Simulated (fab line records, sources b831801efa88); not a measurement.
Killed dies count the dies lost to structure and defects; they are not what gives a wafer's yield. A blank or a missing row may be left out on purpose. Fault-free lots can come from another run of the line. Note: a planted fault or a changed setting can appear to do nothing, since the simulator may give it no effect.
One fault through the eyes of 2 desks | flow sfqLine | every desk sees just its own numbers, and what lay behind them comes last

## THE TOOL OWNER'S DESK: cmp-01
The tool's own readings at SFQ_TRILAYER_I7_CMP_CMP_184 (polishes SiO2): means of the sampled wafers that have a number, for each lot that ran on this tool. Marked OUT: a lot whose mean sits more than 4 standard deviations from the usual mean, which makes it out of limits; the brackets give that distance.
Columns: A = motorCurrentA at SFQ_TRILAYER_I7_CMP_CMP_184, usual 10.5 A; B = timeToEndpointS at SFQ_TRILAYER_I7_CMP_CMP_184, usual 215 s
lot  | first seen here | A    | B
L131 | day 79 06:33    | 11.1 | 210
L132 | day 79 08:33    | 10.1 | 211
L136 | day 83 01:25    | 10.4 | 209
L137 | day 83 07:55    | 10.5 | 215
L139 | day 83 10:55    | 11.4 | 216
L141 | day 83 15:01    | 11.4 | 218
L144 | day 83 20:31    | 10.3 | 209
L149 | day 86 11:05    | 10.5 | 203
L150 | day 86 14:35    | 10.3 | 191
This desk's finding: nothing out of limits on any of the 9 lots.

## AT THE METROLOGY DESK
Lot by lot, what the gauges showed, no matter which tool ran the lot: averages of those sampled wafers that carry a number. Marked OUT: a lot whose mean sits more than 4 standard deviations from the usual mean, which makes it out of limits; the brackets give that distance.
Columns: A = I6_BOW at SFQ_I6_BOW_MEAS_941, usual 6 um
lot  | first seen here | A
L131 | day 72 03:37    | 17
L132 | day 72 07:11    | 3
L134 | day 72 16:03    | 12
L135 | day 77 05:37    | 21
L136 | day 77 08:33    | -7
L137 | day 77 14:50    | 2
L138 | day 77 20:50    | 2
L139 | day 78 05:50    | 2
L141 | day 78 11:34    | 14
L142 | day 78 14:35    | 38
L144 | day 78 17:50    | 2
L149 | day 81 20:29    | 2
L150 | day 81 23:31    | 11
L152 | day 82 05:28    | 3
This desk's finding: nothing out of limits on any of the 14 lots.

## ALL TOGETHER
The tool owner's desk saw nothing out of limits.
Metrology desk: nothing out of limits seen.

## WHAT THE SIMULATOR HAD PUT IN
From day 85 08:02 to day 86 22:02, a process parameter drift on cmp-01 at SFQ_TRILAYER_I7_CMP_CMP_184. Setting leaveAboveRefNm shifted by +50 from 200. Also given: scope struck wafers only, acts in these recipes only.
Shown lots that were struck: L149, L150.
